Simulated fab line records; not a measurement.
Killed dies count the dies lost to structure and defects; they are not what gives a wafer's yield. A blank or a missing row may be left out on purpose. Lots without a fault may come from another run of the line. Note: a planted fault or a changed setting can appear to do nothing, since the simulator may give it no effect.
Which tool was responsible? ; flow gf180mcu ; 33 wafers from 11 lots sampled at 2 of the route's 602 steps

WHAT THE GAUGES READ, wafer by wafer
GF_V3_RS_MEAS_24: uses a four-point probe to measure. Usual: V3_W_RS typically reads 0.327 ohm/sq, with standard deviation 0.0038.
lot;measured;on;V3_W_RS (ohm/sq);flag
L275;day 22 08:17;film metro-01;0.326 0.327 0.327;
L276;day 22 19:20;film metro-01;0.329 0.328 0.325;
L277;day 22 22:34;film metro-01;0.325 0.329 0.328;
L278;day 23 02:37;film metro-02;0.326 0.330 0.331;
L279;day 24 02:45;film metro-02;0.328 0.330 0.331;
L280;day 24 02:46;film metro-01;0.327 0.322 0.325;
L284;day 25 14:34;film metro-02;0.333 0.329 0.325;
L288;day 26 21:01;film metro-01;0.335 0.331 0.330;
L290;day 27 15:32;film metro-02;0.324 0.324 0.328;
L291;day 27 23:34;film metro-04;0.328 0.326 0.327;
L295;day 28 22:50;film metro-01;0.331 0.329 0.328;

GF_M4_RS_MEAS_05: uses a four-point probe to measure. Usual: M4_ALCU_RS typically reads 0.0696 ohm/sq, with standard deviation 0.00054.
lot;measured;on;M4_ALCU_RS (ohm/sq);flag
L275;day 22 08:59;film metro-01;0.0696 0.0698 0.0692;
L276;day 22 20:02;film metro-03;0.0698 0.0705 0.0701;
L277;day 22 23:16;film metro-04;0.0699 0.0696 0.0701;
L278;day 23 03:20;film metro-03;0.0695 0.0695 0.0689;
L279;day 24 03:27;film metro-01;0.0692 0.0694 0.0697;
L280;day 24 03:28;film metro-03;0.0697 0.0700 0.0698;
L284;day 25 15:16;film metro-03;0.0707 0.0701 0.0704;
L288;day 26 21:43;film metro-03;0.0701 0.0702 0.0698;
L290;day 27 16:14;film metro-04;0.0707 0.0698 0.0703;
L291;day 28 00:16;film metro-03;0.0694 0.0696 0.0695;
L295;day 28 23:32;film metro-03;0.0696 0.0697 0.0703;

WHAT TOOL EACH LOT RAN ON (gives the tool, then ch and the chambers of the sampled wafers, and finally the start)
Before these readings, the record contains no process step.

AS READ BY THE TOOLS THEMSELVES (means over the sampled wafers that have a number; for cases with no such wafer, the mark the record gives instead)
The record holds no such reading with a usual standard deviation.

THE ANSWER, worked out from the rows above alone
Rule: a lot counts as off when the mean over its wafers that have a number is more than 3 standard deviations away from the usual mean. A lot without any number at a reading at which 4 lots or more have one is off too. All remaining lots with rows at the step are treated as sound. After the gauges, taken in route order, come the tools' own readings; for these a lot's mean is taken, as printed above. The first step at which some lot is off is used, and at that step the reading that is off furthest; a lot without a number counts as furthest.
None of the lots is off at any reading shown; this tells nothing.

WHAT HAD BEEN PUT IN BY THE SIMULATOR
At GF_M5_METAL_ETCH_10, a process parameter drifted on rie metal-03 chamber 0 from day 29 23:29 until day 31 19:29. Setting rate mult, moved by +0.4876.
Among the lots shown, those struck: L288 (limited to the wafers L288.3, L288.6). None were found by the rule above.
